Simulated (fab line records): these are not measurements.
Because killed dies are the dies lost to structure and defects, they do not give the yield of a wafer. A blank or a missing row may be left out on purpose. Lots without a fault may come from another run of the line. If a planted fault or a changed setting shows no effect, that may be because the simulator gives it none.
A lot that was struck, set against a sound lot    flow sky130    17 steps out of a route of 708
Sound: the wafers L622.1, L622.4, L622.6. Struck: wafer L630.2 (left out: L630.3, L630.6 of the same lot, which were not struck); the cause appears at the end.
Order at every step that has rows: each side's tool, ch and its chambers, its first start. Under that, the readings that differ: sound wafers    struck wafers    difference of the means    sigmas: that difference in standard deviations of wafers without a fault.
alike: same words and numbers on both sides, and readings whose means sit less than 2 such deviations apart. not compared: any withheld reading, any reading some wafer has no value for, any bound like >300 that may hide the same value, and any number with overlapping values for which the record gives no deviation.
A row with sigmas, a row that says differs or no value, or rows on one side alone: a step with any of these is where the two part. Numbers that don't overlap but have no deviation are shown without sigmas and don't part them. A reading missing from all wafers of one side parts the sides only when that side holds two or more wafers.

SKY_VIA1_CMP_02: polishes SiO2.
  sound on cmp-01 ch 0,1,2, day 35 12:40; struck on cmp-02 ch 0, day 37 22:31
  alike: motor_current_A, retaining_ring_pressure_frac
SKY_VIA1_BOW_MEAS_03:
  struck on film_metro-02, day 37 22:44; sound on film_metro-04, day 35 12:52
  alike: VIA1_BOW
then, 8 steps without rows for these wafers: SKY_VIA1_DEHYDRATE_04 (time 60 s); SKY_VIA1_HMDS_05 (prime time 60 s); SKY_VIA1_COAT_06 (resist thk 60 nm); SKY_VIA1_COAT_07 (resist thk 450 nm); SKY_VIA1_SOFTBAKE_08 (time 90 s); SKY_VIA1_EXPOSE_09 (exposes mask VIM, target cd 150 nm); SKY_VIA1_PEB_10; SKY_VIA1_DEVELOP_11 (develop time 60 s).
SKY_VIA1_CD_MEAS_12: target cd 150 nm.
  struck on cd_sem-02, day 39 00:25; sound on cd_sem-01, day 36 15:19
  alike: cd_nm
SKY_VIA1_OVL_MEAS_13:
  struck on overlay-01, day 39 00:32; sound on overlay-02, day 36 15:26
  alike: VIA1_OVL
SKY_VIA1_ETCH_14: etches BARC in N2/H2, stops on SiO2, time 45.9 s, target depth 60 nm.
  sound on rie_diel-01 ch 0,2, day 36 15:29; struck on rie_diel-01 ch 1, day 39 00:34
reading                                      sound              struck  difference  sigmas
oes_product_au (a.u.)                        0.852 0.859 0.857  0.734   -0.122      -26
model.KrF-thick_of_VIA1_COAT_07.thk_nm (nm)  390.4 390 390.8    411.4   +21.0       
model.etch.depth_nm (nm)                     59.74 59.75 59.72  44.46   -15.28      
model.VIA1.cd_nm (nm)                        151.5 151 151.1    147.2   -4.0        
  alike: drypump_motor_current_A, throttle_valve_pct
  not compared: rf_hours_counter_h
SKY_VIA1_ETCH_15: etches SiO2 in C4F8/O2/Ar, stops on TiN, target depth 351 nm, time 54 s.
  sound on rie_diel-01 ch 0,2, day 36 15:31; struck on rie_diel-01 ch 1, day 39 00:36
reading                                      sound              struck  difference  sigmas
oes_product_au (a.u.)                        0.985 0.987 0.978  0.376   -0.607      -99 or more
model.KrF-thick_of_VIA1_COAT_07.thk_nm (nm)  320.5 320 320.8    340     +20         
  not compared: rf_hours_counter_h
SKY_VIA1_STRIP_16: strips in O2/N2.
  sound on plasma_asher-02 ch 0,1, day 36 15:34; struck on plasma_asher-01 ch 0, day 39 00:39
reading                       sound              struck  difference  sigmas
oes_product_au (a.u.)         0.417 0.413 0.421  0.427   +0.010      +2
strip_time_to_endpoint_s (s)  4.439 4.436 4.432  4.642   +0.206      +11
  alike: drypump_motor_current_A
  not compared: rf_hours_counter_h
then, 1 step without rows for these wafers: SKY_VIA1_STRIP_17 (strips in post etch residue remover, time 1200 s).
-- the record jumps here: 11 days lie between the struck wafers' starts before and after (it left off in module VIA1 and takes up again in module PAD_OPEN, whose first step shown is number 708 of the route) --
SKY_PAD_OPEN_PROBE_99:
  struck on prober-01, day 49 14:32; sound on prober-02, day 48 00:39
reading                   sound           struck  difference  sigmas
defect_limited_yield (%)  84.8 79.3 82.9  0.2     -82.1       -43
killed_at_M0_to_M3        34 50 33        453     +414        +56
killed_at_front_end       12 19 23        9       -9          -2
killed_dies               75 102 84       491     +404        +43
killed_on_rim             15 20 17        96      +79         +20
sort_bin_5_function (%)   10.6 12.4 9.3   93.3    +82.5       +55
sort_n_pass               417 390 408     1       -404        -43
sort_yield_pct (%)        84.8 79.3 82.9  0.2     -82.1       -43
  alike: killed_at_M4_up, killed_at_contacts, killed_at_other, killed_open, killed_short, sort_bin_3_pad_short, sort_bin_6_memory

WHERE THEY PART
At SKY_VIA1_ETCH_14 first; at SKY_PAD_OPEN_PROBE_99 last (within this record only).

WHY: what had been put in by the simulator
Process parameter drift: rie_diel-01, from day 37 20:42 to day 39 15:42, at SKY_VIA1_ETCH_14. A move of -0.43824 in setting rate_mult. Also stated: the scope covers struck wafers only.
